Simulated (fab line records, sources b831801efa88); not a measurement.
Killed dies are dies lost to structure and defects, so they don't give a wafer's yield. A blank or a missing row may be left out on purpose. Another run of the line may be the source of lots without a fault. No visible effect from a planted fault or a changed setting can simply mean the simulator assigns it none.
Problem report in the 8D (eight disciplines) form, filled by code :: flow sky130 :: the parts of the form that need people (team, actions taken, sign-off) are left out

1. PROBLEM STATEMENT
Mean PWDE_TW at SKY_PWDE_TW_MEAS_10: 271 over 6 wafers in 2 lots; fault-free wafers: 371, standard deviation 5.2. That puts it -19 standard deviations away from the usual mean.
Earliest sighting: wafer L121.2 on film metro-03 at day 6 09:44. The record has a number at this step for 36 wafers belonging to 12 lots. Rule for "out" (also "out of limits"): further than 4 standard deviations from the usual mean. All remaining wafers that have a number are taken as sound.

2. WHAT IT IS, AND WHAT IT ISN'T
question: which readings at this step
is: PWDE_TW
is not: -

question: which lots
is: L121, L124
is not: L111, L114, L115, L116, L117, L123, L128, L129, L132, L133

question: which wafers of those lots
is: all that have a number
is not: -

question: read on which gauges
is: film metro-03, film metro-04
is not: film metro-01

question: when
is: from day 6 09:44
is not: up to then (15 sound wafers); but 15 sound wafers of L123, L128, L129, L132, L133 came after

3. SUSPECTS, AND WHAT RULES EACH OUT
Counting: a tool stays on the suspect list if, at a process step up to the reading, it processed all lots that are out and no sound lot following the first of them.
- the gauge at SKY_PWDE_TW_MEAS_10 has been ruled out. The wafers that are out were read on 2 gauges (film metro-03, film metro-04).
- implanter-03 at SKY_PWDE_IMPLANT_08: kept. Every lot that is out went through it, starting with L121 (day 6 09:30), and after that it ran no sound lot; the last sound lot it ran before then is L117 (day 5 09:34). Its own readings are out on those wafers: dose ions cm2, faraday current uA.
Left after counting: implanter-03 at SKY_PWDE_IMPLANT_08.

4. THE CAUSE (what the simulator had put in)
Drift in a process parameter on implanter-03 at SKY_PWDE_IMPLANT_08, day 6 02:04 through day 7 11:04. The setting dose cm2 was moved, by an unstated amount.
Only this tool survived the counting.

5. THE EFFECT CHAIN, in route order
Each row: a reading whose mean over the struck wafers that have a number lies more than 3 standard deviations from the usual. Only readings whose record carries a usual standard deviation are examined. hours: median over the lots of the time between each lot's start at the first step of this table that gives one and its start at this step. sigmas: the change, counted in usual standard deviations.
hours: 0
step: SKY_PWDE_IMPLANT_08
reading: dose ions cm2
usual: 3.6e+12
on struck wafers: 1.2e+12
change: -2.4e+12
sigmas: -99 or more

hours: 0
step: SKY_PWDE_IMPLANT_08
reading: faraday current uA
usual: 20.3
on struck wafers: 7.0
change: -13.4
sigmas: -34

hours: 0
step: SKY_PWDE_TW_MEAS_10
reading: PWDE_TW
usual: 371
on struck wafers: 271
change: -100
sigmas: -19
The process steps in it:
- SKY_PWDE_IMPLANT_08
Readings that are blank on the struck wafers while sound wafers have them: PWDE_RS at SKY_NWELL_RS_MEAS_31.
Later steps that measure or inspect, where all struck wafers having a row at the step show a number for every such reading and not one has moved that far: SKY_SONOS_TUNNEL_TW_MEAS_12, SKY_RES_XHIGH_TW_MEAS_09.

6. HOW IT WOULD HAVE BEEN CAUGHT EARLIER
The first out-of-limits reading at a measuring or inspecting step in this record came at day 6 09:44, 8 hours after the fault's start at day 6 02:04.
At SKY_PWDE_IMPLANT_08, the tool's own readings (dose ions cm2, faraday current uA) were out on each struck wafer the step has a row for, so an alarm limit on them would have fired on the first such wafer.
L124, from the lots that are out (2), started SKY_PWDE_IMPLANT_08 on implanter-03 later than day 6 09:44. It would have been spared by a hold on the tool at that moment.
